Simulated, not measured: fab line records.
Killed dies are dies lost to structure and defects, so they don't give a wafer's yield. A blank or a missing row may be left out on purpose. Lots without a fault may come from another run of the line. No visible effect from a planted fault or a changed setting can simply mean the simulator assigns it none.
fab line records	flow sky130
record lots=14	wafers=41	last-day=50
route steps=708 shown FIELD_ISO@15 SD_P@328 CONTACT@429 VIA4@657
lots with no fault: from the same line, run without faults
start-h: start of the lot's first displayed wafer, in hours after the record's first day	wait-h: how many hours have passed since the lot's step before this one	" repeats the value in the row above	L1.1+2: one row covering several wafers at once	- no value, or no start was given	* or withheld: withheld	< > ~ a bound
route shown NAME@n: NAME is a module with steps in the file, n the number in the route of the first one	usual: average and standard deviation across the fault-free wafers	same: alike in all rows	chamber/n: place in a boat	sites: the reading at each site	_std_site: their standard deviation	_edge_site: mean of outer sites minus mean of inner sites	radius-mm: how far each site lies from the wafer's centre	mask NAME#n: copy n	behind: the tool/chamber that last shaped the wafer	hold: the reason the lot was held/the length of the hold in hours/how it ended	device: the n, p or np transistor that did not switch	end of line: the tests these same wafers got at the end of their route	a step given without rows: its recipe and nothing more	killed: dies that structure and defects cost at the first sort, which is not the same as the wafer's yield	map: dies across one wafer; x = killed, . = not, _ = none there
set.NAME: the setting as run; set.NAME@STEP: as run at that earlier step	model.NAME: the simulator's own value behind a step, which no gauge read
one table for each step of the route and one row for each wafer, over a sample of lots
services: from which hour (start-h, from the record's first day; less than 0 if before it) a tool's chamber was out of use, for how many hours, and why
## steps
# step SKY_FIELD_ISO_ETCH_14
# recipe chemistry=N2/H2	target=BARC	ion-energy-ev=200	source-w=500	bias-w=100	pressure-mtorr=30	n2-flow-sccm=100	h2-flow-sccm=200	stop-on=SiO2	time-s=45.9	target-depth-a=600
# usual drypump-motor-current-A=5.7/0.52	oes-product-au=0.855/0.005	run-length-s=74.1/0.47	throttle-valve-pct=13.224/0.0099
lot.wafer	tool	chamber	start-h	wait-h	drypump-motor-current-A	oes-product-au	rf-hours-counter-h	run-length-s	throttle-valve-pct
L909.1	rie-diel-01	0	31.75	0.1	4.8	0.847	96	73.8	13.223
L909.4	"	1	"	"	5.6	0.854	8	73.9	13.231
L909.5	"	3	"	"	5.9	0.857	-	73.7	13.231
L912.1	rie-diel-01	2	48.75	0.1	6.5	0.853	57	74.0	13.225
L912.3	"	3	"	"	5.9	0.869	118	74.1	13.214
L912.5	"	3	"	"	5.9	0.858	-	74.0	13.235
L913.2	rie-diel-03	2	49.10	0.1	5.4	0.854	34	73.5	13.217
L913.5	"	2	"	"	5.5	0.849	-	73.6	13.205
L913.6	"	1	"	"	6.3	0.852	-	74.7	13.229
L914.4	rie-diel-04	3	54.65	0.0	6.3	0.854	17	73.6	13.216
L914.5	"	0	"	"	4.9	0.857	-	73.8	13.234
L914.6	"	1	"	"	5.4	0.855	-	75.1	13.229
L915.1	rie-diel-04	2	59.18	0.1	5.5	0.864	72	73.5	13.232
L915.2	"	3	"	"	6.3	0.859	17	74.0	13.246
L915.3	"	1	"	"	5.5	0.858	39	74.4	13.217
L916.1	rie-diel-04	3	64.03	0.1	6.3	0.853	17	73.5	13.240
L916.4	"	2	"	"	5.5	0.850	72	73.6	13.236
L916.5	"	3	"	"	6.3	0.855	-	73.6	13.229
L917.2	rie-diel-03	1	71.50	0.1	6.3	0.852	45	74.8	13.224
L917.3	"	2	"	"	5.4	0.851	34	73.5	13.223
L917.4	"	3	"	"	5.5	0.855	23	74.0	13.233
L920.2	rie-diel-04	1	88.93	0.1	5.4	0.853	40	74.5	13.225
L920.4	"	0	"	"	4.9	0.982	-	46.0	13.249
L920.5	"	2	"	"	5.5	0.845	-	73.7	13.237
L923.1	rie-diel-04	2	103.35	0.1	5.5	0.990	73	45.9	13.231
L923.4	"	1	"	"	5.4	1.005	-	46.8	13.245
L927.1	rie-diel-01	2	121.36	0.1	6.5	0.852	58	73.9	13.212
L927.2	"	0	"	"	4.8	0.849	97	74.6	13.212
L927.4	"	3	"	"	5.9	0.855	119	73.6	13.227
L928.1	rie-diel-03	0	126.85	0.1	5.5	0.849	4	73.9	13.215
L928.5	"	1	"	"	6.3	0.857	-	75.4	13.237
L928.6	"	0	"	"	5.4	0.856	-	74.0	13.210
L929.1	rie-diel-01	3	133.33	0.1	5.9	0.849	119	73.7	13.223
L929.3	"	0	"	"	4.9	0.855	97	73.7	13.218
L929.5	"	3	"	"	5.9	0.855	-	73.6	13.216
L930.1	rie-diel-03	0	137.76	0.1	5.5	0.857	4	74.1	13.234
L930.4	"	3	"	"	5.6	0.858	24	74.6	13.214
L930.5	"	0	"	"	5.4	0.847	-	74.1	13.229
L932.1	rie-diel-03	0	148.46	0.1	5.5	0.854	5	74.2	13.222
L932.3	"	2	"	"	5.5	0.858	36	73.9	13.224
L932.6	"	0	"	"	5.4	0.857	-	73.9	13.210
# step SKY_FIELD_ISO_ETCH_15
# recipe chemistry=CHF3/O2	target-depth-nm=180	stop-on=Si	source-w=600	bias-w=200	pressure-mtorr=40	chf3-flow-sccm=50	O2_flow_sccm=5	time-s=72
# usual drypump-motor-current-A=5.6/0.52	oes-product-au=0.946/0.0073	run-length-s=100.2/0.41	throttle-valve-pct=8.843/0.0087
lot.wafer	tool	chamber	start-h	wait-h	drypump-motor-current-A	oes-product-au	rf-hours-counter-h	run-length-s	throttle-valve-pct
L909.1	rie-diel-01	0	31.79	0.0	4.8	0.948	96	99.9	8.854
L909.4	"	1	"	"	5.6	0.947	8	99.7	8.858
L909.5	"	3	"	"	5.9	0.953	-	99.7	8.843
L912.1	rie-diel-01	2	48.79	0.0	6.5	0.956	57	100.6	8.843
L912.3	"	3	"	"	5.9	0.956	118	100.1	8.848
L912.5	"	3	"	"	5.9	0.946	-	99.8	8.845
L913.2	rie-diel-03	2	49.14	0.0	5.4	0.950	34	99.7	8.848
L913.5	"	2	"	"	5.4	0.934	-	99.7	8.846
L913.6	"	1	"	"	6.3	0.941	-	101.4	8.832
L914.4	rie-diel-04	3	54.69	0.0	6.3	0.941	17	99.9	8.841
L914.5	"	0	"	"	4.9	0.952	-	100.0	8.848
L914.6	"	1	"	"	5.4	0.947	-	100.5	8.854
L915.1	rie-diel-04	2	59.23	0.0	5.5	0.947	72	99.6	8.835
L915.2	"	3	"	"	6.3	0.943	17	99.7	8.833
L915.3	"	1	"	"	5.4	0.946	39	100.6	8.854
L916.1	rie-diel-04	3	64.08	0.0	6.3	0.948	17	99.8	8.825
L916.4	"	2	"	"	5.5	0.942	72	100.1	8.845
L916.5	"	3	"	"	6.3	0.946	-	99.8	8.840
L917.2	rie-diel-03	1	71.54	0.0	6.3	0.942	45	100.8	8.835
L917.3	"	2	"	"	5.4	0.941	34	99.5	8.835
L917.4	"	3	"	"	5.5	0.936	23	100.6	8.834
L920.2	rie-diel-04	1	88.98	0.0	5.4	0.952	40	101.0	8.832
L920.4	"	0	"	"	4.9	0.382	-	100.3	8.675
L920.5	"	2	"	"	5.4	0.948	-	99.6	8.850
L923.1	rie-diel-04	2	103.39	0.0	5.5	0.372	73	99.6	8.680
L923.4	"	1	"	"	5.4	0.375	-	100.5	8.668
L927.1	rie-diel-01	2	121.40	0.0	6.5	0.944	58	100.9	8.848
L927.2	"	0	"	"	4.8	0.953	97	100.6	8.854
L927.4	"	3	"	"	5.9	0.938	119	100.2	8.854
L928.1	rie-diel-03	0	126.89	0.0	5.4	0.955	4	100.5	8.853
L928.5	"	1	"	"	6.3	0.958	-	100.8	8.832
L928.6	"	0	"	"	5.4	0.959	-	100.0	8.849
L929.1	rie-diel-01	3	133.37	0.0	5.9	0.953	119	99.7	8.845
L929.3	"	0	"	"	4.8	0.954	97	100.3	8.846
L929.5	"	3	"	"	5.9	0.943	-	100.3	8.845
L930.1	rie-diel-03	0	137.80	0.0	5.4	0.947	4	100.2	8.861
L930.4	"	3	"	"	5.5	0.959	24	100.1	8.847
L930.5	"	0	"	"	5.4	0.959	-	100.1	8.836
L932.1	rie-diel-03	0	148.50	0.0	5.4	0.942	5	100.3	8.839
L932.3	"	2	"	"	5.5	0.944	36	99.6	8.837
L932.6	"	0	"	"	5.4	0.957	-	100.1	8.843
# step SKY_FIELD_ISO_STRIP_16
# recipe chemistry=O2/N2	power-w=1400	pressure-mtorr=1500	platen-temp-c=withheld	o2-flow-sccm=3000	n2-flow-sccm=300	overash-fraction=0.5
# usual drypump-motor-current-A=5.8/0.45	oes-product-au=0.378/0.0048	strip-time-to-endpoint-s=3.544/0.025
lot.wafer	tool	chamber	start-h	wait-h	drypump-motor-current-A	oes-product-au	rf-hours-counter-h	strip-time-to-endpoint-s
L909.1	plasma-asher-01	1	31.85	0.0	6.0	0.373	36	3.524
L909.4	"	1	"	"	6.0	0.379	-	3.587
L909.5	"	1	"	"	6.0	0.372	-	3.547
L912.1	plasma-asher-01	1	48.85	0.0	6.0	0.368	38	3.528
L912.3	"	0	"	"	5.6	0.383	-	3.544
L912.5	"	0	"	"	5.6	0.374	-	3.548
L913.2	plasma-asher-03	1	49.20	0.0	6.7	0.370	38	3.558
L913.5	"	0	"	"	5.4	0.380	-	3.530
L913.6	"	1	"	"	6.6	0.375	-	3.564
L914.4	plasma-asher-04	1	54.78	0.1	5.8	0.371	-	3.558
L914.5	"	0	"	"	5.3	0.382	-	3.531
L914.6	"	1	"	"	5.8	0.380	-	3.549
L915.1	plasma-asher-04	0	59.28	0.0	5.3	0.376	27	3.562
L915.2	"	1	"	"	5.8	0.374	27	3.545
L915.3	"	1	"	"	5.8	0.381	-	3.567
L916.1	plasma-asher-01	1	64.13	0.0	6.0	0.377	39	3.539
L916.4	"	1	"	"	6.0	0.378	-	3.534
L916.5	"	0	"	"	5.5	0.382	-	3.542
L917.2	plasma-asher-04	1	71.60	0.0	5.8	0.373	28	3.526
L917.3	"	0	"	"	5.3	0.378	-	3.532
L917.4	"	1	"	"	5.8	0.376	-	3.533
L920.2	plasma-asher-04	1	89.03	0.0	5.8	0.383	30	3.588
L920.4	"	1	"	"	5.8	0.402	-	3.872
L920.5	"	0	"	"	5.3	0.373	-	3.582
L923.1	plasma-asher-03	0	103.45	0.0	5.4	0.389	43	3.825
L923.4	"	1	"	"	6.6	0.393	-	3.828
L927.1	plasma-asher-03	0	121.46	0.0	5.4	0.383	0	3.492
L927.2	"	1	"	"	6.6	0.376	0	3.475
L927.4	"	0	"	"	5.4	0.381	-	3.533
L928.1	plasma-asher-01	0	126.95	0.0	5.6	0.375	45	3.509
L928.5	"	0	"	"	5.6	0.381	-	3.535
L928.6	"	1	"	"	6.0	0.364	-	3.542
L929.1	plasma-asher-04	0	133.43	0.0	5.3	0.381	35	3.569
L929.3	"	1	"	"	5.8	0.384	-	3.500
L929.5	"	1	"	"	5.8	0.375	-	3.548
L930.1	plasma-asher-03	0	137.86	0.0	5.4	0.378	2	3.521
L930.4	"	1	"	"	6.6	0.384	-	3.564
L930.5	"	1	"	"	6.6	0.373	-	3.539
L932.1	plasma-asher-03	1	148.56	0.0	6.6	0.374	3	3.555
L932.3	"	1	"	"	6.6	0.381	-	3.511
L932.6	"	1	"	"	6.6	0.380	-	3.534
# step SKY_SD_P_OVL_MEAS_08
# usual SD_P_OVL=0.4/1.3
lot.wafer	tool	chamber	start-h	wait-h	SD_P_OVL[nm]
L909.1	overlay-02	-	584.20	0.1	1.2
L909.4	"	-	"	"	0.7
L909.5	"	-	"	"	-0.4
L912.1	overlay-01	-	621.94	0.1	-0.7
L912.3	"	-	"	"	-0.2
L912.5	"	-	"	"	0.3
L913.2	overlay-02	-	623.16	0.1	1.6
L913.5	"	-	"	"	0.7
L913.6	"	-	"	"	-0.8
L914.4	overlay-01	-	630.16	0.1	2.6
L914.5	"	-	"	"	1.6
L914.6	"	-	"	"	-0.2
L915.1	overlay-02	-	639.05	0.1	2.4
L915.2	"	-	"	"	3.2
L915.3	"	-	"	"	0.5
L916.1	overlay-02	-	646.25	0.1	0.8
L916.4	"	-	"	"	2.0
L916.5	"	-	"	"	1.5
L917.2	overlay-02	-	662.54	0.1	2.8
L917.3	"	-	"	"	2.5
L917.4	"	-	"	"	2.5
L920.2	overlay-01	-	691.16	0.1	-1.4
L920.5	"	-	"	"	-0.7
L927.1	overlay-01	-	734.51	0.1	-0.5
L927.2	"	-	"	"	0.5
L927.4	"	-	"	"	0.7
L928.1	overlay-02	-	736.25	0.1	-0.6
L928.5	"	-	"	"	-0.3
L928.6	"	-	"	"	-1.0
L929.1	overlay-02	-	741.51	0.1	1.6
L929.3	"	-	"	"	1.8
L929.5	"	-	"	"	3.6
L930.1	overlay-01	-	753.05	0.1	1.1
L930.4	"	-	"	"	1.4
L930.5	"	-	"	"	0.7
L932.1	overlay-01	-	765.03	0.1	0.4
L932.3	"	-	"	"	-1.2
L932.6	"	-	"	"	-0.6
# step SKY_CONTACT_SPUTTER_23
# recipe material=TiN	target-thk-nm=20	chamber-pressure-pa=5	power-w=4000	time-s=80
# usual throttle-valve-pct=30.1/0.94
lot.wafer	tool	chamber	start-h	wait-h	throttle-valve-pct
L909.1	pvd-sputter-01	-	733.51	0.0	30.0
L909.4	"	-	"	"	29.0
L909.5	"	-	"	"	29.3
L912.1	pvd-sputter-03	-	766.77	0.0	30.6
L912.3	"	-	"	"	30.2
L912.5	"	-	"	"	31.8
L913.2	pvd-sputter-02	-	769.64	0.0	30.1
L913.5	"	-	"	"	30.2
L913.6	"	-	"	"	29.2
L914.4	pvd-sputter-03	-	773.77	0.0	30.3
L914.5	"	-	"	"	30.8
L914.6	"	-	"	"	31.6
L915.1	pvd-sputter-03	-	783.22	0.0	30.4
L915.2	"	-	"	"	29.5
L915.3	"	-	"	"	31.8
L916.1	pvd-sputter-02	-	787.99	0.0	28.3
L916.4	"	-	"	"	29.5
L916.5	"	-	"	"	29.3
L917.2	pvd-sputter-03	-	803.89	0.0	30.7
L917.3	"	-	"	"	31.8
L917.4	"	-	"	"	30.2
L920.2	pvd-sputter-02	-	830.85	0.0	29.6
L920.5	"	-	"	"	30.7
L927.1	pvd-sputter-02	-	869.50	0.0	30.0
L927.2	"	-	"	"	29.2
L927.4	"	-	"	"	30.3
L928.1	pvd-sputter-02	-	871.43	0.0	28.3
L928.5	"	-	"	"	28.5
L928.6	"	-	"	"	30.5
L929.1	pvd-sputter-03	-	879.15	0.0	32.0
L929.3	"	-	"	"	31.0
L929.5	"	-	"	"	30.7
L930.1	pvd-sputter-02	-	887.24	0.0	29.9
L930.4	"	-	"	"	28.1
L930.5	"	-	"	"	28.3
L932.1	pvd-sputter-03	-	900.41	0.0	31.0
L932.3	"	-	"	"	29.5
L932.6	"	-	"	"	29.3
# step SKY_VIA4_CVD_18
# recipe material=W	target-thk-nm=505	time-s=152.14	temp-c=400	pressure-torr=40
# usual heater-power-w=861/45
lot.wafer	tool	chamber	start-h	wait-h	heater-power-w
L909.1	cvd-w-01	1	999.80	0.0	904
L909.4	"	0	"	"	813
L909.5	"	0	"	"	823
L912.1	cvd-w-01	1	1028.69	0.0	927
L912.3	"	1	"	"	893
L912.5	"	1	"	"	910
L914.4	cvd-w-01	1	1032.84	0.1	913
L914.5	"	1	"	"	896
L914.6	"	0	"	"	856
L913.2	cvd-w-02	0	1033.06	0.0	879
L913.5	"	0	"	"	889
L913.6	"	1	"	"	790
L915.1	cvd-w-01	0	1043.63	0.0	848
L915.2	"	1	"	"	920
L915.3	"	1	"	"	909
L916.1	cvd-w-01	0	1049.08	0.0	863
L916.4	"	1	"	"	923
L916.5	"	0	"	"	842
L917.2	cvd-w-01	1	1057.60	0.0	900
L917.3	"	0	"	"	808
L917.4	"	1	"	"	907
L920.2	cvd-w-01	1	1083.24	0.0	919
L920.5	"	0	"	"	834
L927.1	cvd-w-01	1	1114.23	0.0	885
L927.2	"	0	"	"	834
L927.4	"	1	"	"	888
L928.1	cvd-w-01	1	1117.38	0.0	906
L928.5	"	1	"	"	916
L928.6	"	0	"	"	839
L929.1	cvd-w-02	1	1120.08	0.0	800
L929.3	"	0	"	"	883
L929.5	"	1	"	"	804
L930.1	cvd-w-01	0	1126.99	0.0	853
L930.4	"	1	"	"	878
L930.5	"	0	"	"	825
L932.1	cvd-w-01	0	1137.67	0.0	833
L932.3	"	0	"	"	837
L932.6	"	1	"	"	881
## services
tool	chamber	start-h	hours	kind
cvd-w-01	0	32.27	6.8	repair
cvd-w-01	-	37.22	28.1	pm
cvd-w-01	-	65.41	2.8	pm
rie-diel-03	-	111.67	0.5	repair
rie-diel-03	1	117.29	8.2	repair
rie-diel-03	-	121.30	0.4	repair
cvd-w-01	0	131.61	11.7	repair
rie-diel-03	-	176.07	0.8	repair
rie-diel-03	0	289.07	2.6	repair
rie-diel-03	-	380.21	1.0	repair
cvd-w-01	-	390.00	14.0	pm
cvd-w-01	-	417.84	3.8	pm
cvd-w-01	-	433.59	6.0	pm
rie-diel-03	1	439.85	4.6	repair
cvd-w-01	-	465.53	1.1	repair
rie-diel-03	0	475.88	3.0	repair
cvd-w-01	-	689.00	0.3	repair
cvd-w-01	-	736.57	6.9	pm
cvd-w-01	0	825.11	5.3	repair
cvd-w-01	1	829.04	9.6	repair
cvd-w-01	1	856.07	4.7	repair
cvd-w-01	-	870.89	5.2	repair
cvd-w-01	0	943.63	3.1	repair
cvd-w-01	-	1115.63	0.6	repair
## key
first-sign step=SKY_FIELD_ISO_ETCH_14	reading=run-length-s	direction=down	sigmas=60	usual=*	struck=*
effect step=SKY_FIELD_ISO_ETCH_14	reading=oes-product-au	direction=up	sigmas=27	usual=0.855	struck=0.992
effect step=SKY_FIELD_ISO_ETCH_15	reading=oes-product-au	direction=down	sigmas=78	usual=0.946	struck=0.376
effect step=SKY_FIELD_ISO_STRIP_16	reading=strip-time-to-endpoint-s	direction=up	sigmas=12	usual=*	struck=*
met-at SKY_FIELD_ISO_ETCH_14
struck-lots L920,L923
struck-wafers L920.4,L923.1,L923.4
later-rows-left-out L920.4,L923.1,L923.4
sort-left-out L920.4,L923.1,L923.4
tester-left-out L920,L923
not-acting-at SKY_SD_P_OVL_MEAS_08,SKY_CONTACT_SPUTTER_23,SKY_VIA4_CVD_18
onset-between 64.03 88.93
fault kind=process-parameter-drift	tool=rie-diel-04	chamber=-	onset-h=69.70	steps=SKY_FIELD_ISO_ETCH_14	channel=time-s	offset=*	shape=step	end-h=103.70	scope=struck-wafers-only	acts-in=*	stated=*
# tester-left-out: of these lots the tester's yield and bins aren't shown, on N5 and GAA mostly nor the transistor test; their killed dies are dies lost to structure and defects alone, not to doping, threshold or leakage, so they don't give the yield
# sort-left-out: the simulated sort isn't trusted on such a fault, so these wafers' sort isn't shown, and their yield isn't known
# later-rows-left-out: the simulator's readings of these wafers behind a module that went badly wrong aren't trusted and aren't shown, but for the sort
